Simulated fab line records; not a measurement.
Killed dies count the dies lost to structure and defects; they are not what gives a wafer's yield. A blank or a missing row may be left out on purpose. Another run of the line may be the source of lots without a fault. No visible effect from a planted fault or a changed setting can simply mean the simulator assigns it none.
fab line records	flow sky130
record lots=12	wafers=36	lastDay=50
route steps=708 shown GATE_OXIDE@197 RES_PROTECT@214 LDD_P@264 SPACER@306
lots with no fault: from the same line, run without faults
startH: the number of hours between the record's first day and the start of the first shown wafer of the lot	waitH: hours from the lot's prior step to this one	" as in the row above	L1.1+2: several wafers, shown together as one row	- no value, or no start given	* or withheld: withheld	< > ~ a bound
route shown NAME@n: names a module that has steps shown in the file, with the first one's number in the route	usual: mean/standard deviation taken from wafers without a fault	same: alike in all rows	chamber/n: place in a boat	sites: the reading at each site	_std_site: the standard deviation of these	_edge_site: the outer-site mean with the inner-site mean subtracted	radiusMm: for every site, how far away it sits from the centre of the wafer	mask NAME#n: copy n	behind: the tool/chamber that last shaped the wafer	hold: the reason the lot was held/the length of the hold in hours/how it ended	device: names the non-switching transistor (n, p or np)	end of line: at the end of the route, the tests of the same wafers	a step with no rows: only its recipe	killed: the dies lost at the first sort to structure and to defects; this is not the yield of the wafer	map: a wafer's dies, marking killed ones x, the rest . and places with no die _
set.NAME: the setting as run; set.NAME@STEP: as run at that earlier step	model.NAME: the simulator's own value behind a step, which no gauge read
steps of the route over a sample of lots; a table a step, a row a wafer
services: a tool's chamber out of use, with start hour (startH, from the record's first day; less than 0 if before it), hours out, and reason
## steps
# step SKY_GATE_OXIDE_OVL_MEAS_10
# usual GATE_OXIDE_OVL=-0.2/1.4
lot.wafer	tool	chamber	startH	waitH	GATE_OXIDE_OVL[nm]
L794.1	overlay-02	-	317.42	0.1	0.9
L794.3	"	-	"	"	0.1
L794.5	"	-	"	"	1.1
L795.1	overlay-01	-	325.24	0.1	0.3
L795.2	"	-	"	"	-0.5
L795.6	"	-	"	"	0.6
L796.1	overlay-02	-	327.24	0.1	1.5
L796.3	"	-	"	"	0.8
L796.6	"	-	"	"	2.8
L799.3	overlay-01	-	380.73	0.1	-1.9
L799.4	"	-	"	"	-0.9
L799.5	"	-	"	"	0.4
L803.2	overlay-02	-	418.25	0.1	-0.7
L803.5	"	-	"	"	1.7
L803.6	"	-	"	"	0.0
L805.1	overlay-02	-	439.12	0.1	-2.0
L805.3	"	-	"	"	1.6
L805.5	"	-	"	"	-1.6
L806.2	overlay-02	-	449.60	0.1	-0.4
L806.5	"	-	"	"	0.7
L806.6	"	-	"	"	-1.1
L809.3	overlay-02	-	460.83	0.1	-0.7
L809.4	"	-	"	"	0.2
L809.5	"	-	"	"	-0.5
L808.1	overlay-02	-	461.28	0.1	-0.5
L808.2	"	-	"	"	-2.6
L808.4	"	-	"	"	-1.0
L810.2	overlay-01	-	476.52	0.1	-0.8
L810.3	"	-	"	"	-1.1
L810.5	"	-	"	"	-0.4
L813.2	overlay-02	-	483.75	0.1	1.4
L813.3	"	-	"	"	1.7
L813.5	"	-	"	"	1.2
L812.3	overlay-02	-	483.79	0.1	0.6
L812.4	"	-	"	"	0.6
L812.6	"	-	"	"	-0.2
# step SKY_RES_PROTECT_STRIP_07
# recipe chemistry=O2/N2	powerW=1400	pressureMtorr=1500	platenTempC=withheld	o2FlowSccm=3000	n2FlowSccm=300	overashFraction=0.5
# usual drypumpMotorCurrentA=5.5/0.39	oesProductAu=0.517/0.0047	stripTimeToEndpointS=23.31/0.04
lot.wafer	tool	chamber	startH	waitH	drypumpMotorCurrentA	oesProductAu	rfHoursCounterH	stripTimeToEndpointS
L794.1	plasmaAsher-01	0	348.47	0.1	4.9	0.513	24	23.29
L794.3	"	1	"	"	5.7	0.517	-	23.31
L794.5	"	0	"	"	4.9	0.525	-	23.34
L795.1	plasmaAsher-04	0	356.72	0.1	5.8	0.522	62	23.27
L795.2	"	1	"	"	5.2	0.520	62	23.30
L795.6	"	1	"	"	5.2	0.512	-	23.27
L796.1	plasmaAsher-01	1	359.19	0.1	5.7	0.517	26	23.30
L796.3	"	1	"	"	5.7	0.516	-	23.34
L796.6	"	0	"	"	5.0	0.515	-	23.31
L799.3	plasmaAsher-04	0	415.60	0.1	5.7	0.514	-	23.24
L799.4	"	1	"	"	5.2	0.524	-	23.32
L799.5	"	1	"	"	5.2	0.527	-	23.28
L803.2	plasmaAsher-01	1	452.01	0.1	5.7	0.519	35	23.28
L803.5	"	0	"	"	4.9	0.522	-	23.27
L803.6	"	1	"	"	5.7	0.519	-	23.28
L805.1	plasmaAsher-01	0	473.04	0.1	4.9	0.522	37	23.32
L805.3	"	0	"	"	4.9	0.520	-	23.31
L805.5	"	1	"	"	5.7	0.514	-	23.33
L806.2	plasmaAsher-01	1	485.34	0.1	5.7	0.517	39	23.36
L806.5	"	0	"	"	5.0	0.514	-	23.39
L806.6	"	1	"	"	5.7	0.519	-	23.36
L809.3	plasmaAsher-04	1	495.09	0.1	5.2	0.511	-	23.35
L809.4	"	0	"	"	5.8	0.525	-	23.35
L809.5	"	0	"	"	5.8	0.521	-	23.31
L808.1	plasmaAsher-03	1	497.26	0.1	6.2	0.515	6	23.30
L808.2	"	0	"	"	5.3	0.514	6	23.34
L808.4	"	1	"	"	6.2	0.521	-	23.32
L810.2	plasmaAsher-04	0	512.02	0.1	5.7	0.519	78	23.37
L810.3	"	1	"	"	5.2	0.527	-	23.35
L810.5	"	0	"	"	5.8	0.521	-	23.35
L813.2	plasmaAsher-01	1	518.11	0.1	5.7	0.521	42	23.27
L813.3	"	1	"	"	5.7	0.520	-	23.31
L813.5	"	1	"	"	5.7	0.516	-	23.30
L812.3	plasmaAsher-01	1	520.10	0.1	5.7	0.521	-	23.33
L812.4	"	0	"	"	4.9	0.515	-	23.26
L812.6	"	0	"	"	4.9	0.520	-	23.31
# step SKY_LDD_P_IMPLANT_09
# recipe species=BF2	energyKev=25	doseCm2=1e+13	tiltDeg=withheld
# usual beamEnergyKeV=25.001/0.0092	beamOnS=10.00/0.2	faradayCurrentUA=56.4/1.1
lot.wafer	tool	chamber	startH	waitH	beamEnergyKeV	beamOnS	faradayCurrentUA
L794.1	implanter-04	0	444.00	0.0	25.004	9.97	56.7
L794.3	"	0	"	"	24.992	9.89	57.2
L794.5	"	0	"	"	25.017	10.03	56.3
L795.1	implanter-01	0	451.77	0.0	24.991	9.95	56.8
L795.2	"	0	"	"	24.989	9.82	57.4
L795.6	"	0	"	"	24.982	9.56	58.8
L796.1	implanter-04	0	454.69	0.0	25.006	10.31	54.7
L796.3	"	0	"	"	24.996	10.15	55.7
L796.6	"	0	"	"	25.007	10.01	56.5
L799.3	implanter-01	0	515.25	0.1	24.990	9.87	57.3
L799.4	"	0	"	"	24.999	9.83	57.2
L799.5	"	0	"	"	24.992	9.87	57.1
L803.2	implanter-04	0	549.45	0.0	25.004	10.08	55.8
L803.5	"	0	"	"	25.013	10.32	54.8
L803.6	"	0	"	"	25.003	9.92	57.0
L805.1	implanter-01	0	567.57	0.0	25.013	9.75	57.6
L805.3	"	0	"	"	25.016	9.92	56.7
L805.5	"	0	"	"	25.005	9.89	56.9
L806.2	implanter-01	0	579.91	0.0	24.993	10.27	54.8
L806.5	"	0	"	"	24.989	9.95	56.6
L806.6	"	0	"	"	25.004	9.77	57.5
L809.3	implanter-02	0	590.75	0.1	24.987	10.08	55.7
L809.4	"	0	"	"	25.000	9.93	56.9
L809.5	"	0	"	"	24.997	10.14	55.6
L808.1	implanter-04	0	592.47	0.0	24.995	10.08	55.7
L808.2	"	0	"	"	24.991	9.68	58.4
L808.4	"	0	"	"	24.994	10.26	54.9
L810.2	implanter-01	0	605.81	0.0	24.985	7.29	77.1
L810.3	"	0	"	"	24.987	7.92	71.2
L810.5	"	0	"	"	24.995	7.77	72.6
L813.2	implanter-01	0	611.85	0.0	24.992	7.73	73.0
L813.3	"	0	"	"	25.005	7.89	71.6
L813.5	"	0	"	"	25.006	7.73	72.7
L812.3	implanter-04	0	614.72	0.1	25.005	9.91	57.1
L812.4	"	0	"	"	25.004	9.75	57.8
L812.6	"	0	"	"	25.000	10.04	56.4
# step SKY_LDD_P_TW_MEAS_11
# usual LDD_P_TW=634/3.2
lot.wafer	tool	chamber	startH	waitH	LDD_P_TW
L794.1	filmMetro-01	-	444.25	0.1	631
L794.3	"	-	"	"	636
L794.5	"	-	"	"	636
L795.1	filmMetro-02	-	452.02	0.1	643
L795.2	"	-	"	"	638
L795.6	"	-	"	"	639
L796.1	filmMetro-01	-	454.94	0.1	631
L796.3	"	-	"	"	631
L796.6	"	-	"	"	632
L799.3	filmMetro-01	-	515.47	0.1	633
L799.4	"	-	"	"	635
L799.5	"	-	"	"	636
L803.2	filmMetro-02	-	549.68	0.1	636
L803.5	"	-	"	"	636
L803.6	"	-	"	"	636
L805.1	filmMetro-01	-	567.82	0.1	635
L805.3	"	-	"	"	632
L805.5	"	-	"	"	631
L806.2	filmMetro-02	-	580.15	0.1	639
L806.5	"	-	"	"	635
L806.6	"	-	"	"	638
L809.3	filmMetro-02	-	590.97	0.1	635
L809.4	"	-	"	"	636
L809.5	"	-	"	"	639
L808.1	filmMetro-01	-	592.72	0.1	632
L808.2	"	-	"	"	633
L808.4	"	-	"	"	634
L810.2	filmMetro-02	-	606.05	0.1	582
L810.3	"	-	"	"	584
L810.5	"	-	"	"	583
L813.2	filmMetro-01	-	612.08	0.1	586
L813.3	"	-	"	"	588
L813.5	"	-	"	"	587
L812.3	filmMetro-01	-	614.94	0.1	637
L812.4	"	-	"	"	632
L812.6	"	-	"	"	640
# step SKY_SPACER_ETCHBACK_02
# recipe chemistry=CH3F/O2	target=Si3N4	stopOn=SiO2	sourceW=400	biasW=80	pressureMtorr=25	ch3fFlowSccm=40	O2_flow_sccm=30	timeS=46.7	targetDepthA=450
# usual drypumpMotorCurrentA=5.9/0.39	oesProductAu=0.855/0.0069	throttleValvePct=10.564/0.0094
lot.wafer	tool	chamber	startH	waitH	drypumpMotorCurrentA	oesProductAu	rfHoursCounterH	throttleValvePct
L794.1	rieDiel-04	0	537.92	0.1	6.5	0.856	12	10.549
L794.3	"	1	"	"	5.6	0.853	-	10.578
L794.5	"	1	"	"	5.6	0.845	-	10.564
L795.1	rieDiel-02	0	549.44	0.1	5.3	0.861	40	10.566
L795.2	"	2	"	"	6.1	0.860	1	10.557
L795.6	"	0	"	"	5.3	0.859	-	10.574
L796.1	rieDiel-01	0	551.25	0.1	5.4	0.856	4	10.564
L796.3	"	3	"	"	6.2	0.863	79	10.562
L796.6	"	3	"	"	6.1	0.845	-	10.568
L799.3	rieDiel-02	2	607.39	0.0	6.1	0.854	2	10.579
L799.4	"	3	"	"	6.2	0.855	10	10.570
L799.5	"	0	"	"	5.3	0.850	-	10.564
L803.2	rieDiel-04	2	639.79	0.0	5.3	0.853	3	10.560
L803.5	"	2	"	"	5.3	0.864	-	10.566
L803.6	"	3	"	"	5.6	0.852	-	10.559
L805.1	rieDiel-04	0	658.51	0.1	6.5	0.868	14	10.558
L805.3	"	1	"	"	5.7	0.881	2	10.579
L805.5	"	2	"	"	5.4	0.860	-	10.556
L806.2	rieDiel-01	2	670.06	0.0	5.8	0.861	7	10.554
L806.5	"	3	"	"	6.2	0.846	-	10.578
L806.6	"	0	"	"	5.4	0.856	-	10.561
L809.3	rieDiel-02	0	680.08	0.0	5.3	0.850	43	10.562
L809.4	"	2	"	"	6.1	0.846	4	10.570
L809.5	"	2	"	"	6.1	0.844	-	10.575
L808.1	rieDiel-01	3	681.89	0.1	6.2	0.855	2	10.553
L808.2	"	1	"	"	6.3	0.851	0	10.565
L808.4	"	2	"	"	5.8	0.855	8	10.549
L810.2	rieDiel-02	0	694.13	0.0	5.3	0.861	43	10.573
L810.3	"	1	"	"	6.2	0.867	5	10.554
L810.5	"	0	"	"	5.3	0.864	-	10.554
L813.2	rieDiel-02	0	699.88	0.0	5.3	0.861	43	10.559
L813.3	"	1	"	"	6.2	0.855	5	10.564
L813.5	"	1	"	"	6.2	0.852	-	10.563
L812.3	rieDiel-02	1	703.49	0.0	6.2	0.853	5	10.554
L812.4	"	2	"	"	6.1	0.864	4	10.558
L812.6	"	2	"	"	6.1	0.853	-	10.557
## services
tool	chamber	startH	hours	kind
implanter-01	-	332.45	1.0	repair
rieDiel-04	-	349.47	2.8	pm
rieDiel-02	-	371.18	4.3	pm
implanter-02	-	374.15	1.2	repair
plasmaAsher-04	-	388.83	1.4	repair
implanter-01	-	424.22	1.9	repair
implanter-04	-	434.04	3.7	pm
rieDiel-04	2	435.33	9.9	repair
implanter-04	-	456.11	6.0	pm
rieDiel-04	3	456.16	14.0	repair
rieDiel-02	2	466.10	14.7	repair
rieDiel-04	0	495.58	1.9	repair
rieDiel-04	3	504.58	59.1	repair
rieDiel-01	1	517.45	3.4	repair
rieDiel-04	2	532.93	14.4	repair
rieDiel-04	-	547.54	28.1	pm
plasmaAsher-04	-	551.10	4.7	repair
implanter-04	-	551.69	4.7	pm
plasmaAsher-04	-	560.49	1.9	repair
rieDiel-01	2	562.17	4.3	repair
rieDiel-01	-	573.01	0.8	repair
rieDiel-04	-	601.25	1.7	repair
rieDiel-02	0	640.66	4.0	repair
rieDiel-01	3	686.60	35.5	repair
## key
firstSign step=SKY_LDD_P_IMPLANT_09	reading=faradayCurrentUA	direction=up	sigmas=15	usual=56.4	struck=73.0
effect step=SKY_LDD_P_IMPLANT_09	reading=beamOnS	direction=down	sigmas=11	usual=10.00	struck=7.72
effect step=SKY_LDD_P_TW_MEAS_11	reading=LDD_P_TW	direction=down	sigmas=15	usual=634	struck=585
metAt SKY_LDD_P_IMPLANT_09
struckLots L810,L813
testerLeftOut L810,L813
notActingAt SKY_GATE_OXIDE_OVL_MEAS_10,SKY_RES_PROTECT_STRIP_07,SKY_SPACER_ETCHBACK_02
onsetBetween 579.91 605.81
fault kind=processParameterDrift	tool=implanter-01	chamber=-	onsetH=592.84	steps=SKY_LDD_P_IMPLANT_09	channel=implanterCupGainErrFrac	offset=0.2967	shape=step	endH=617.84
# testerLeftOut: of these lots the tester's yield and bins aren't shown, on N5 and GAA mostly nor the transistor test; their killed dies are dies lost to structure and defects alone, not to doping, threshold or leakage, so they don't give the yield
